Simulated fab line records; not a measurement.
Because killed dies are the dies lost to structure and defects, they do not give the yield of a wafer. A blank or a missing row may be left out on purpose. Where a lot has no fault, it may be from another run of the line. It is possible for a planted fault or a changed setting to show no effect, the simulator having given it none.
fab line records	flow sky130
[record] lots = 6	wafers = 18	lastDay = 50
route steps=708 shown LDD_P@263 LDD_HVN@267 LDD_HVP@278 LDD_LDN@289 SPACER@304 PAD_OPEN@708
lots untouched by any fault: they come from a run of this same line in which no faults occurred
startH: the number of hours between the record's first day and the start of the first shown wafer of the lot	waitH: how many hours have passed since the lot's step before this one	" the same as in the row above	L1.1+2: several wafers, shown together as one row	- no value, or no start was given	* or withheld: withheld	< > ~ a bound
route shown NAME@n: a module of which the file shows steps, and the number in the route of the first	usual: average and standard deviation across the fault-free wafers	same: alike in all rows	chamber/n: place in a boat	sites: each site's reading	_std_site: standard deviation across them	_edge_site: inner sites' mean taken away from outer sites' mean	radiusMm: how far each site lies from the wafer's centre	mask NAME#n: copy n	behind: the tool/chamber that last shaped the wafer	hold: why the lot went on hold/how many hours it stayed there/how the hold came to an end	device: the n, p or np transistor that did not switch	end of line: the tests these same wafers got at the end of their route	a step without rows: its recipe alone	killed: count of dies lost to structure and defects at first sort (not the wafer's yield)	map: per-die view of a wafer (x killed, . not killed, _ where there is no die)
set.NAME: the setting that was run; set.NAME@STEP: the one run at that earlier step	model.NAME: the simulator's own value behind a step, which no gauge read
a table for each step, a row for each wafer; lots at some steps of the route
services: the hour from which a tool's chamber was out of use, counted from the record's first day as startH (under 0 if before that day), plus the number of hours and why
[[steps]]
[step SKY_LDD_P_OVL_MEAS_08]
[usual] LDD_P_OVL = 0.5/1.3
lot.wafer	tool	chamber	startH	waitH	LDD_P_OVL[nm]
L580.1	overlay-01	-	455.66	0.1	-2.2
L580.2	"	-	"	"	2.2
L580.6	"	-	"	"	-0.4
L590.1	overlay-02	-	530.62	0.1	1.1
L590.2	"	-	"	"	1.7
L590.5	"	-	"	"	1.9
L593.1	overlay-01	-	552.16	0.1	-1.7
L593.5	"	-	"	"	-1.0
L593.6	"	-	"	"	-2.0
L599.1	overlay-02	-	602.01	0.1	-0.3
L599.4	"	-	"	"	-0.4
L599.5	"	-	"	"	-2.1
L602.1	overlay-01	-	627.82	0.1	-1.0
L602.2	"	-	"	"	1.3
L602.6	"	-	"	"	0.5
L603.2	overlay-02	-	631.13	0.1	0.7
L603.4	"	-	"	"	0.0
L603.6	"	-	"	"	-0.1
[step SKY_LDD_P_IMPLANT_09]
[recipe] species = BF2	energyKev = 25	doseCm2 = 1e+13	tiltDeg = withheld
[step SKY_LDD_P_STRIP_10]
[recipe] chemistry = O2/N2	powerW = 1400	pressureMtorr = 1500	platenTempC = withheld	o2FlowSccm = 3000	n2FlowSccm = 300	overashFraction = 0.5
[usual] drypumpMotorCurrentA = 5.6/0.48	oesProductAu = 0.716/0.0041	stripTimeToEndpointS = 14.19/0.046
lot.wafer	tool	chamber	startH	waitH	drypumpMotorCurrentA	oesProductAu	rfHoursCounterH	stripTimeToEndpointS
L580.1	plasmaAsher-01	0	455.84	0.1	6.4	0.721	76	14.17
L580.2	"	1	"	"	5.6	0.718	76	14.16
L580.6	"	1	"	"	5.6	0.715	-	14.21
L590.1	plasmaAsher-01	0	530.81	0.1	6.4	0.712	83	14.23
L590.2	"	1	"	"	5.6	0.716	83	14.19
L590.5	"	0	"	"	6.4	0.718	-	14.28
L593.1	plasmaAsher-02	1	552.34	0.1	5.4	0.717	12	14.21
L593.5	"	0	"	"	5.0	0.711	-	14.19
L593.6	"	1	"	"	5.4	0.721	-	14.20
L599.1	plasmaAsher-04	0	602.19	0.1	5.7	0.721	78	14.11
L599.4	"	1	"	"	5.9	0.719	-	14.11
L599.5	"	0	"	"	5.7	0.712	-	14.16
L602.1	plasmaAsher-04	1	628.01	0.1	6.0	0.712	80	14.19
L602.2	"	0	"	"	5.7	0.717	80	14.17
L602.6	"	1	"	"	6.0	0.715	-	14.19
L603.2	plasmaAsher-02	1	631.31	0.1	5.4	0.715	19	14.20
L603.4	"	0	"	"	4.9	0.717	-	14.19
L603.6	"	1	"	"	5.4	0.717	-	14.22
[step SKY_LDD_P_TW_MEAS_11]
[usual] LDD_P_TW = 638/3.3
lot.wafer	tool	chamber	startH	waitH	LDD_P_TW
L580.1	filmMetro-04	-	455.94	0.1	638
L580.2	"	-	"	"	639
L580.6	"	-	"	"	640
L590.1	filmMetro-04	-	530.91	0.1	641
L590.2	"	-	"	"	640
L590.5	"	-	"	"	638
L593.1	filmMetro-04	-	552.44	0.1	641
L593.5	"	-	"	"	645
L593.6	"	-	"	"	646
L599.1	filmMetro-04	-	602.29	0.1	636
L599.4	"	-	"	"	640
L599.5	"	-	"	"	640
L602.1	filmMetro-02	-	628.11	0.1	642
L602.2	"	-	"	"	638
L602.6	"	-	"	"	639
L603.2	filmMetro-04	-	631.42	0.1	632
L603.4	"	-	"	"	632
L603.6	"	-	"	"	634
[step SKY_LDD_HVN_DEHYDRATE_00]
[recipe] tempC = 200	timeS = 60
[step SKY_LDD_HVN_HMDS_01]
[recipe] primeTimeS = 60	primeTempC = 120
[step SKY_LDD_HVN_COAT_02]
[recipe] resist = NOVOLAK	spinRpm = 3000	resistThkNm = 300
[step SKY_LDD_HVN_SOFTBAKE_03]
[recipe] tempC = 90	timeS = 60	resist = NOVOLAK
[step SKY_LDD_HVN_EXPOSE_04]
[recipe] maskId = HVNTM	na = 0.6	sourceShape = conventional	sigmaOuter = 0.6	polarization = unpolarized	targetCdNm = 700	doseMj = 127
[step SKY_LDD_HVN_PEB_05]
[recipe] tempC = withheld	timeS = *	resist = NOVOLAK
[step SKY_LDD_HVN_DEVELOP_06]
[recipe] resist = NOVOLAK	developer = TMAH	developTimeS = 60	devTempC = 23
[step SKY_LDD_HVN_OVL_MEAS_07]
[usual] LDD_HVN_OVL = 0.5/1.2
lot.wafer	tool	chamber	startH	waitH	LDD_HVN_OVL[nm]
L580.1	overlay-02	-	486.34	0.1	2.0
L580.2	"	-	"	"	0.4
L580.6	"	-	"	"	1.3
L590.1	overlay-01	-	560.80	0.1	-0.3
L590.2	"	-	"	"	-1.3
L590.5	"	-	"	"	1.1
L593.1	overlay-02	-	581.98	0.1	0.8
L593.5	"	-	"	"	-0.7
L593.6	"	-	"	"	-0.8
L599.1	overlay-01	-	631.30	0.1	0.1
L599.4	"	-	"	"	1.7
L599.5	"	-	"	"	0.3
L602.1	overlay-02	-	655.94	0.1	1.6
L602.2	"	-	"	"	0.1
L602.6	"	-	"	"	0.4
L603.2	overlay-02	-	659.33	0.1	-0.7
L603.4	"	-	"	"	0.4
L603.6	"	-	"	"	0.1
[step SKY_LDD_HVN_IMPLANT_08]
[recipe] species = P	energyKev = 60	doseCm2 = 3e+13	tiltDeg = 40
[usual] faradayCurrentUA = 169/3.4
lot.wafer	tool	chamber	startH	waitH	faradayCurrentUA
L580.1	implanter-04	0	486.37	0.0	169
L580.2	"	0	"	"	171
L580.6	"	0	"	"	169
L590.1	implanter-03	0	560.84	0.0	170
L590.2	"	0	"	"	169
L590.5	"	0	"	"	167
L593.1	implanter-03	0	582.01	0.0	167
L593.5	"	0	"	"	168
L593.6	"	0	"	"	173
L599.1	implanter-02	0	631.34	0.0	175
L599.4	"	0	"	"	162
L599.5	"	0	"	"	172
L602.1	implanter-03	0	655.97	0.0	171
L602.2	"	0	"	"	167
L602.6	"	0	"	"	175
L603.2	implanter-02	0	659.39	0.0	168
L603.4	"	0	"	"	171
L603.6	"	0	"	"	169
[step SKY_LDD_HVN_STRIP_09]
[recipe] chemistry = O2/N2	powerW = 1400	pressureMtorr = 1500	platenTempC = withheld	o2FlowSccm = 3000	n2FlowSccm = 300	overashFraction = 0.5
[usual] drypumpMotorCurrentA = 5.6/0.48	oesProductAu = 0.408/0.0044	stripTimeToEndpointS = 4.136/0.016
lot.wafer	tool	chamber	startH	waitH	drypumpMotorCurrentA	oesProductAu	rfHoursCounterH	stripTimeToEndpointS
L580.1	plasmaAsher-02	1	486.52	0.1	5.4	0.414	5	4.132
L580.2	"	0	"	"	4.9	0.405	5	4.140
L580.6	"	0	"	"	4.9	0.407	-	4.154
L590.1	plasmaAsher-04	1	560.99	0.1	6.0	0.398	73	4.151
L590.2	"	0	"	"	5.8	0.408	73	4.154
L590.5	"	1	"	"	6.0	0.409	-	4.130
L593.1	plasmaAsher-03	0	582.16	0.1	4.9	0.411	46	4.163
L593.5	"	1	"	"	6.3	0.408	-	4.152
L593.6	"	0	"	"	4.9	0.403	-	4.135
L599.1	plasmaAsher-04	1	631.49	0.1	6.0	0.411	81	4.144
L599.4	"	0	"	"	5.7	0.409	-	4.150
L599.5	"	1	"	"	6.0	0.409	-	4.135
L602.1	plasmaAsher-02	1	656.12	0.1	5.4	0.413	22	4.134
L602.2	"	0	"	"	5.0	0.406	22	4.143
L602.6	"	0	"	"	4.9	0.414	-	4.128
L603.2	plasmaAsher-04	0	659.51	0.1	5.8	0.405	84	4.112
L603.4	"	1	"	"	6.0	0.409	-	4.113
L603.6	"	0	"	"	5.8	0.407	-	4.135
[step SKY_LDD_HVN_TW_MEAS_10]
[usual] LDD_HVN_TW = 1443/8.7
lot.wafer	tool	chamber	startH	waitH	LDD_HVN_TW
L580.1	filmMetro-03	-	486.62	0.1	1456
L580.2	"	-	"	"	1454
L580.6	"	-	"	"	1446
L590.1	filmMetro-03	-	561.09	0.1	1445
L590.2	"	-	"	"	1443
L590.5	"	-	"	"	1437
L593.1	filmMetro-02	-	582.26	0.1	1432
L593.5	"	-	"	"	1435
L593.6	"	-	"	"	1432
L599.1	filmMetro-03	-	631.59	0.1	1445
L599.4	"	-	"	"	1440
L599.5	"	-	"	"	1452
L602.1	filmMetro-01	-	656.22	0.1	1434
L602.2	"	-	"	"	1438
L602.6	"	-	"	"	1434
L603.2	filmMetro-02	-	659.62	0.1	1435
L603.4	"	-	"	"	1431
L603.6	"	-	"	"	1439
[step SKY_LDD_HVP_DEHYDRATE_00]
[recipe] tempC = 200	timeS = 60
[step SKY_LDD_HVP_HMDS_01]
[recipe] primeTimeS = 60	primeTempC = 120
[step SKY_LDD_HVP_COAT_02]
[recipe] resist = NOVOLAK	spinRpm = 3000	resistThkNm = 300
[step SKY_LDD_HVP_SOFTBAKE_03]
[recipe] tempC = 90	timeS = 60	resist = NOVOLAK
[step SKY_LDD_HVP_EXPOSE_04]
[recipe] maskId = HVPTM	na = 0.6	sourceShape = conventional	sigmaOuter = 0.6	polarization = unpolarized	targetCdNm = 700	doseMj = 86
[step SKY_LDD_HVP_PEB_05]
[recipe] tempC = withheld	timeS = *	resist = NOVOLAK
[step SKY_LDD_HVP_DEVELOP_06]
[recipe] resist = NOVOLAK	developer = TMAH	developTimeS = 60	devTempC = 23
[step SKY_LDD_HVP_OVL_MEAS_07]
[usual] LDD_HVP_OVL = 0.4/1.3
lot.wafer	tool	chamber	startH	waitH	LDD_HVP_OVL[nm]
L580.1	overlay-02	-	517.09	0.1	1.2
L580.2	"	-	"	"	2.6
L580.6	"	-	"	"	0.5
L590.1	overlay-02	-	590.31	0.1	1.0
L590.2	"	-	"	"	0.2
L590.5	"	-	"	"	0.5
L593.1	overlay-01	-	611.46	0.1	0.6
L593.5	"	-	"	"	-1.0
L593.6	"	-	"	"	1.5
L599.1	overlay-02	-	660.43	0.1	1.6
L599.4	"	-	"	"	0.2
L599.5	"	-	"	"	1.3
L602.1	overlay-01	-	684.09	0.1	0.5
L602.2	"	-	"	"	-2.7
L602.6	"	-	"	"	0.1
L603.2	overlay-01	-	687.39	0.1	2.1
L603.4	"	-	"	"	2.2
L603.6	"	-	"	"	2.1
[step SKY_LDD_HVP_IMPLANT_08]
[recipe] species = B	energyKev = 20	doseCm2 = 1.7e+13	tiltDeg = 17.9
[step SKY_LDD_HVP_STRIP_09]
[recipe] chemistry = O2/N2	powerW = 1400	pressureMtorr = 1500	platenTempC = withheld	o2FlowSccm = 3000	n2FlowSccm = 300	overashFraction = 0.5
[usual] drypumpMotorCurrentA = 5.5/0.57	oesProductAu = 0.409/0.0046	stripTimeToEndpointS = 4.136/0.014
lot.wafer	tool	chamber	startH	waitH	drypumpMotorCurrentA	oesProductAu	rfHoursCounterH	stripTimeToEndpointS
L580.1	plasmaAsher-01	0	517.27	0.1	6.4	0.407	82	4.148
L580.2	"	1	"	"	5.6	0.409	82	4.123
L580.6	"	1	"	"	5.6	0.411	-	4.121
L590.1	plasmaAsher-02	0	590.50	0.1	5.0	0.412	15	4.138
L590.2	"	1	"	"	5.4	0.412	15	4.157
L590.5	"	1	"	"	5.4	0.409	-	4.147
L593.1	plasmaAsher-01	1	611.65	0.1	5.6	0.414	92	4.148
L593.5	"	1	"	"	5.6	0.408	-	4.134
L593.6	"	0	"	"	6.3	0.411	-	4.141
L599.1	plasmaAsher-02	1	660.61	0.1	5.4	0.412	22	4.141
L599.4	"	1	"	"	5.4	0.410	-	4.134
L599.5	"	0	"	"	4.9	0.407	-	4.125
L602.1	plasmaAsher-03	1	684.27	0.1	6.3	0.410	54	4.117
L602.2	"	0	"	"	4.9	0.399	54	4.152
L602.6	"	1	"	"	6.3	0.409	-	4.133
L603.2	plasmaAsher-01	0	687.57	0.1	6.4	0.400	100	4.136
L603.4	"	0	"	"	6.4	0.411	-	4.108
L603.6	"	0	"	"	6.4	0.409	-	4.133
[step SKY_LDD_HVP_TW_MEAS_10]
[usual] LDD_HVP_TW = 458.6/2.8
lot.wafer	tool	chamber	startH	waitH	LDD_HVP_TW
L580.1	filmMetro-01	-	517.37	0.1	465.9
L580.2	"	-	"	"	461.7
L580.6	"	-	"	"	461.8
L590.1	filmMetro-04	-	590.60	0.1	457.7
L590.2	"	-	"	"	459.5
L590.5	"	-	"	"	459.7
L593.1	filmMetro-02	-	611.75	0.1	454.5
L593.5	"	-	"	"	454.0
L593.6	"	-	"	"	454.1
L599.1	filmMetro-04	-	660.71	0.1	456.1
L599.4	"	-	"	"	455.3
L599.5	"	-	"	"	455.8
L602.1	filmMetro-04	-	684.37	0.1	454.9
L602.2	"	-	"	"	457.4
L602.6	"	-	"	"	456.6
L603.2	filmMetro-01	-	687.68	0.1	461.3
L603.4	"	-	"	"	460.8
L603.6	"	-	"	"	462.0
[step SKY_LDD_LDN_DEHYDRATE_00]
[recipe] tempC = 200	timeS = 60
[step SKY_LDD_LDN_HMDS_01]
[recipe] primeTimeS = 60	primeTempC = 120
[step SKY_LDD_LDN_COAT_02]
[recipe] resist = NOVOLAK	spinRpm = 3000	resistThkNm = 1140
[step SKY_LDD_LDN_SOFTBAKE_03]
[recipe] tempC = 90	timeS = 60	resist = NOVOLAK
[step SKY_LDD_LDN_EXPOSE_04]
[recipe] maskId = LDNTM	na = 0.6	sourceShape = conventional	sigmaOuter = 0.6	polarization = unpolarized	targetCdNm = 700	doseMj = 140
[step SKY_LDD_LDN_PEB_05]
[recipe] tempC = withheld	timeS = *	resist = NOVOLAK
[step SKY_LDD_LDN_DEVELOP_06]
[recipe] resist = NOVOLAK	developer = TMAH	developTimeS = 60	devTempC = 23
[step SKY_LDD_LDN_OVL_MEAS_07]
[usual] LDD_LDN_OVL = -0.6/1.6
lot.wafer	tool	chamber	startH	waitH	LDD_LDN_OVL[nm]
L580.1	overlay-01	-	547.10	0.1	0.2
L580.2	"	-	"	"	-1.0
L580.6	"	-	"	"	0.2
L590.1	overlay-01	-	619.41	0.1	2.6
L590.2	"	-	"	"	1.4
L590.5	"	-	"	"	1.4
L593.1	overlay-02	-	640.75	0.1	0.8
L593.5	"	-	"	"	0.3
L593.6	"	-	"	"	0.6
L599.1	overlay-01	-	688.50	0.1	0.6
L599.4	"	-	"	"	1.5
L599.5	"	-	"	"	1.2
L602.1	overlay-01	-	711.31	0.1	0.0
L602.2	"	-	"	"	-2.1
L602.6	"	-	"	"	-1.4
L603.2	overlay-02	-	715.72	0.1	2.3
L603.4	"	-	"	"	0.2
L603.6	"	-	"	"	1.0
[step SKY_LDD_LDN_IMPLANT_08]
[recipe] species = As	energyKev = 15	doseCm2 = 1.25e+13	tiltDeg = withheld	rotationDeg = 23
[step SKY_LDD_LDN_IMPLANT_09]
[recipe] species = As	energyKev = 15	doseCm2 = 1.25e+13	tiltDeg = withheld	rotationDeg = 113
[step SKY_LDD_LDN_IMPLANT_10]
[recipe] species = As	energyKev = 15	doseCm2 = 1.25e+13	tiltDeg = withheld	rotationDeg = 203
[step SKY_LDD_LDN_IMPLANT_11]
[recipe] species = As	energyKev = 15	doseCm2 = 1.25e+13	tiltDeg = withheld	rotationDeg = 293
[step SKY_LDD_LDN_STRIP_12]
[recipe] chemistry = O2/N2	powerW = 1400	pressureMtorr = 1500	platenTempC = withheld	o2FlowSccm = 3000	n2FlowSccm = 300	overashFraction = 0.5
[usual] drypumpMotorCurrentA = 5.8/0.51	oesProductAu = 0.716/0.004	stripTimeToEndpointS = 14.17/0.044
lot.wafer	tool	chamber	startH	waitH	drypumpMotorCurrentA	oesProductAu	rfHoursCounterH	stripTimeToEndpointS
L580.1	plasmaAsher-04	0	547.74	0.1	5.7	0.718	72	14.21
L580.2	"	1	"	"	6.0	0.718	72	14.20
L580.6	"	1	"	"	6.0	0.713	-	14.19
L590.1	plasmaAsher-01	1	620.05	0.1	5.6	0.712	92	14.22
L590.2	"	0	"	"	6.4	0.712	92	14.27
L590.5	"	0	"	"	6.4	0.715	-	14.17
L593.1	plasmaAsher-04	1	641.39	0.1	6.0	0.712	82	14.13
L593.5	"	1	"	"	6.0	0.712	-	14.14
L593.6	"	0	"	"	5.7	0.719	-	14.17
L599.1	plasmaAsher-01	1	689.14	0.1	5.6	0.719	100	14.25
L599.4	"	1	"	"	5.6	0.722	-	14.22
L599.5	"	0	"	"	6.4	0.712	-	14.18
L602.1	plasmaAsher-03	1	712.84	0.1	6.3	0.715	57	14.10
L602.2	"	0	"	"	4.9	0.712	57	14.15
L602.6	"	1	"	"	6.3	0.719	-	14.16
L603.2	plasmaAsher-04	1	716.35	0.1	6.0	0.714	90	14.17
L603.4	"	1	"	"	6.0	0.713	-	14.11
L603.6	"	0	"	"	5.7	0.713	-	14.13
[step SKY_LDD_LDN_TW_MEAS_13]
[usual] LDD_LDN_TW = 1485/9.5
lot.wafer	tool	chamber	startH	waitH	LDD_LDN_TW
L580.1	filmMetro-03	-	547.84	0.1	1486
L580.2	"	-	"	"	1487
L580.6	"	-	"	"	1482
L590.1	filmMetro-03	-	620.15	0.1	1488
L590.2	"	-	"	"	1485
L590.5	"	-	"	"	1484
L593.1	filmMetro-01	-	641.49	0.1	1486
L593.5	"	-	"	"	1488
L593.6	"	-	"	"	1490
L599.1	filmMetro-03	-	689.24	0.1	1476
L599.4	"	-	"	"	1472
L599.5	"	-	"	"	1477
L602.1	filmMetro-01	-	712.94	0.1	1500
L602.2	"	-	"	"	1487
L602.6	"	-	"	"	1498
L603.2	filmMetro-04	-	716.46	0.1	1489
L603.4	"	-	"	"	1481
L603.6	"	-	"	"	1474
[step SKY_LDD_LDN_CLEAN_14]
[recipe] chemistry = SC1/SC2	mix = 1:4:20	tempC = 70	timeS = 150	dry = n2Spin
[step SKY_SPACER_CVD_00]
[recipe] material = Si3N4	precursor = DCS/NH3	targetThkNm = 43.1	tempC = 770	timeS = 740	pressureMtorr = 250
[step SKY_PAD_OPEN_PROBE_99]
[usual] killed_at_M0_to_M3 = 43/7	killed_at_M4_up = 3.1/1.9	killedAtContacts = 25/6.1	killedAtFrontEnd = 15/4.5	killedAtOther = 0.3/0.55	killedDies = 87/8.9	killedOpen = 47/6.4	killedShort = 40/6.6
[same] grossDies = 492	killedAtBackSide = 0
lot.wafer	tool	chamber	startH	waitH	killed_at_M0_to_M3	killed_at_M4_up	killedAtContacts	killedAtFrontEnd	killedAtOther	killedDies	killedOpen	killedShort	model.etest.tip_n_5v.rsOhmSq	model.etest.nfetG5v0d10v5.rOnOhmUm	model.etest.tip_n_5v.rsOhmSqRange	model.etest.nfetG5v0d10v5.vtSatV
L580.1	prober-02	-	1091.20	0.1	54	3	25	17	0	99	53	46	1394	1864	33.88	0.7729
L580.2	prober-02	-	1091.25	0.1	47	1	42	12	0	102	58	44	1409	1863	51.35	0.7716
L580.6	prober-02	-	1091.45	0.2	38	0	20	20	1	79	48	31	1402	1879	40.69	0.7815
L590.1	prober-02	-	1141.47	0.1	36	3	29	11	0	79	51	27	1696	1854	58.97	0.7437
L590.2	prober-02	-	1141.52	0.1	27	4	33	18	0	82	36	46	2066	1921	45.46	0.7592
L590.5	prober-02	-	1141.67	0.2	44	3	29	19	1	96	51	43	1698	1880	29.82	0.754
L593.1	prober-01	-	1161.37	0.1	33	2	18	16	1	70	35	35	2006	1956	43.33	0.7874
L593.5	prober-01	-	1161.57	0.2	33	4	18	21	0	76	30	45	2197	1974	65.11	0.799
L593.6	prober-01	-	1161.62	0.2	52	1	22	12	0	87	55	31	1975	1973	45.03	0.7866
L599.1	prober-01	-	1185.26	0.1	53	1	21	18	0	93	50	43	1420	1886	33.8	0.7663
L599.4	prober-01	-	1185.41	0.2	47	0	27	20	1	95	47	48	1416	1879	28.03	0.7689
L599.5	prober-01	-	1185.46	0.2	48	3	22	11	0	84	43	41	1432	1882	28.06	0.7708
L602.1	prober-01	-	1198.71	0.1	38	2	23	16	0	79	38	41	1383	1867	50.92	0.7465
L602.2	prober-01	-	1198.76	0.1	48	1	23	9	0	81	47	34	1379	1854	26.24	0.745
L602.6	prober-01	-	1198.96	0.2	53	8	26	20	0	107	53	54	1379	1861	40.27	0.7409
L603.2	prober-01	-	1204.32	0.1	48	3	29	12	1	93	43	50	1393	1863	15.93	0.7673
L603.4	prober-01	-	1204.42	0.2	42	1	25	23	0	91	49	42	1379	1902	32.87	0.7604
L603.6	prober-01	-	1204.52	0.2	45	2	28	18	0	93	55	38	1384	1849	33.47	0.7632
// killed by level:class
L580.1 VIA1:geometricParticle:open=15 CONTACT:geometricParticle:open=11 VIA1:geometricParticle:short=8 FIELD_ISO:geometricParticle:short=7 METAL2:geometricParticle:short=6 FIELD_ISO:geometricParticle:open=5 VIA2:geometricParticle:open=5 VIA3:geometricParticle:open=5
L580.2 CONTACT:geometricParticle:open=15 VIA1:geometricParticle:open=14 LI_CONTACT:geometricParticle:open=9 CONTACT:geometricParticle:short=8 VIA2:geometricParticle:open=8 LI_CONTACT:geometricParticle:short=7 METAL3:geometricParticle:short=6 VIA1:geometricParticle:short=5
L580.6 VIA3:geometricParticle:open=10 VIA2:geometricParticle:open=8 CONTACT:geometricParticle:open=6 LOCAL_INTERCONNECT:geometricParticle:short=6 FIELD_ISO:geometricParticle:short=5 LI_CONTACT:geometricParticle:open=5 VIA1:geometricParticle:open=5 METAL2:geometricParticle:short=5
L590.1 CONTACT:geometricParticle:open=14 VIA1:geometricParticle:open=12 LI_CONTACT:geometricParticle:open=8 VIA3:geometricParticle:open=5 METAL1:geometricParticle:short=4 VIA1:geometricParticle:short=4 VIA2:geometricParticle:open=4 FIELD_ISO:geometricParticle:open=3
L590.2 CONTACT:geometricParticle:open=13 CONTACT:geometricParticle:short=9 LI_CONTACT:geometricParticle:open=7 POLY_GATE:geometricParticle:short=6 METAL2:geometricParticle:short=6 VIA3:geometricParticle:open=6 FIELD_ISO:geometricParticle:short=5 METAL1:geometricParticle:short=4
L590.5 VIA1:geometricParticle:open=16 CONTACT:geometricParticle:open=11 FIELD_ISO:geometricParticle:short=7 CONTACT:geometricParticle:short=7 METAL3:geometricParticle:short=7 FIELD_ISO:geometricParticle:open=6 LI_CONTACT:geometricParticle:open=5 VIA3:geometricParticle:open=5
L593.1 FIELD_ISO:geometricParticle:short=7 CONTACT:geometricParticle:open=7 VIA3:geometricParticle:open=7 VIA2:geometricParticle:open=6 LI_CONTACT:geometricParticle:open=5 METAL2:geometricParticle:short=5 POLY_GATE:geometricParticle:short=4 POLY_GATE:geometricParticle:open=3
L593.5 CONTACT:geometricParticle:open=8 FIELD_ISO:geometricParticle:short=7 METAL2:geometricParticle:short=6 METAL3:geometricParticle:short=6 VIA1:geometricParticle:short=5 CONTACT:geometricParticle:short=4 METAL4:geometricParticle:short=4 POLY_GATE:geometricParticle:open=3
L593.6 VIA1:geometricParticle:open=12 VIA2:geometricParticle:open=10 VIA3:geometricParticle:open=7 METAL1:geometricParticle:short=6 METAL2:geometricParticle:short=6 CONTACT:geometricParticle:short=5 CONTACT:geometricParticle:open=5 POLY_GATE:geometricParticle:open=4
L599.1 VIA3:geometricParticle:open=13 CONTACT:geometricParticle:open=10 METAL2:geometricParticle:short=10 VIA1:geometricParticle:open=7 VIA2:geometricParticle:open=7 FIELD_ISO:geometricParticle:short=6 LI_CONTACT:geometricParticle:open=5 POLY_GATE:geometricParticle:short=4
L599.4 VIA1:geometricParticle:open=13 CONTACT:geometricParticle:open=8 POLY_GATE:geometricParticle:open=6 LOCAL_INTERCONNECT:geometricParticle:short=6 VIA3:geometricParticle:open=6 METAL1:geometricParticle:short=6 METAL2:geometricParticle:short=6 VIA1:geometricParticle:short=5
L599.5 CONTACT:geometricParticle:open=11 VIA1:geometricParticle:open=10 VIA3:geometricParticle:open=9 VIA2:geometricParticle:open=6 METAL1:geometricParticle:short=6 POLY_GATE:geometricParticle:short=5 METAL2:geometricParticle:short=5 VIA1:geometricParticle:short=4
L602.1 CONTACT:geometricParticle:open=9 VIA1:geometricParticle:open=9 METAL2:geometricParticle:short=8 FIELD_ISO:geometricParticle:short=6 LOCAL_INTERCONNECT:geometricParticle:short=5 METAL1:geometricParticle:short=5 POLY_GATE:geometricParticle:short=4 LI_CONTACT:geometricParticle:open=4
L602.2 VIA3:geometricParticle:open=10 VIA1:geometricParticle:open=9 CONTACT:geometricParticle:short=6 METAL2:geometricParticle:short=6 FIELD_ISO:geometricParticle:open=5 CONTACT:geometricParticle:open=5 VIA2:geometricParticle:short=5 VIA3:geometricParticle:short=5
L602.6 VIA1:geometricParticle:open=14 LI_CONTACT:geometricParticle:open=7 CONTACT:geometricParticle:open=7 METAL2:geometricParticle:short=7 FIELD_ISO:geometricParticle:short=6 VIA1:geometricParticle:short=6 METAL4:geometricParticle:short=6 VIA2:geometricParticle:short=6
L603.2 VIA1:geometricParticle:open=11 VIA1:geometricParticle:short=10 CONTACT:geometricParticle:open=9 LI_CONTACT:geometricParticle:open=7 LI_CONTACT:geometricParticle:short=6 CONTACT:geometricParticle:short=6 METAL2:geometricParticle:short=6 FIELD_ISO:geometricParticle:short=5
L603.4 VIA1:geometricParticle:open=10 FIELD_ISO:geometricParticle:open=8 LI_CONTACT:geometricParticle:open=7 METAL1:geometricParticle:short=7 POLY_GATE:geometricParticle:open=6 CONTACT:geometricParticle:open=6 LOCAL_INTERCONNECT:geometricParticle:short=6 POLY_GATE:geometricParticle:short=4
L603.6 CONTACT:geometricParticle:open=16 VIA1:geometricParticle:open=9 VIA2:geometricParticle:open=8 VIA3:geometricParticle:open=7 POLY_GATE:geometricParticle:short=6 FIELD_ISO:geometricParticle:short=5 METAL1:geometricParticle:short=5 LI_CONTACT:geometricParticle:open=5
[[services]]
tool	chamber	startH	hours	kind
plasmaAsher-02	-	436.40	1.2	repair
implanter-03	-	447.98	2.8	pm
implanter-03	-	464.61	3.1	repair
implanter-03	-	471.17	1.7	repair
implanter-03	-	483.66	3.3	repair
plasmaAsher-02	-	498.19	2.2	repair
implanter-03	-	516.53	7.6	repair
implanter-02	-	538.73	4.0	pm
implanter-03	-	543.95	2.1	repair
plasmaAsher-03	-	585.74	2.3	repair
plasmaAsher-02	-	592.44	2.4	repair
implanter-03	-	592.85	2.5	repair
implanter-04	-	602.23	4.7	repair
implanter-02	-	606.63	3.0	pm
implanter-04	-	625.78	9.0	repair
implanter-02	-	628.73	2.1	repair
plasmaAsher-03	-	631.27	15.2	pm
implanter-02	-	674.84	3.0	repair
implanter-04	-	703.49	2.9	repair
implanter-04	-	705.29	16.1	repair
[[key]]
firstSign none at tools or gauges
[modelEffect] step = SKY_PAD_OPEN_PROBE_99	value = etest.tip_n_5v.rsOhmSq	without = 1382	struck = 1940
metAt SKY_LDD_HVN_IMPLANT_08
struckWafers L590.1,L590.2,L590.5,L593.1,L593.5,L593.6
testerLeftOut L590,L593
[fault] kind = processParameterDrift	tool = implanter-03	chamber = -	onsetH = 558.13	steps = SKY_LDD_HVN_IMPLANT_08	channel = tiltDeg	offset = *	spreadByWafer = *	shape = step	endH = 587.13	actsIn = *	stated = *
// testerLeftOut: of these lots the tester's yield and bins aren't shown, on N5 and GAA mostly nor the transistor test; their killed dies are dies lost to structure and defects alone, not to doping, threshold or leakage, so they don't give the yield
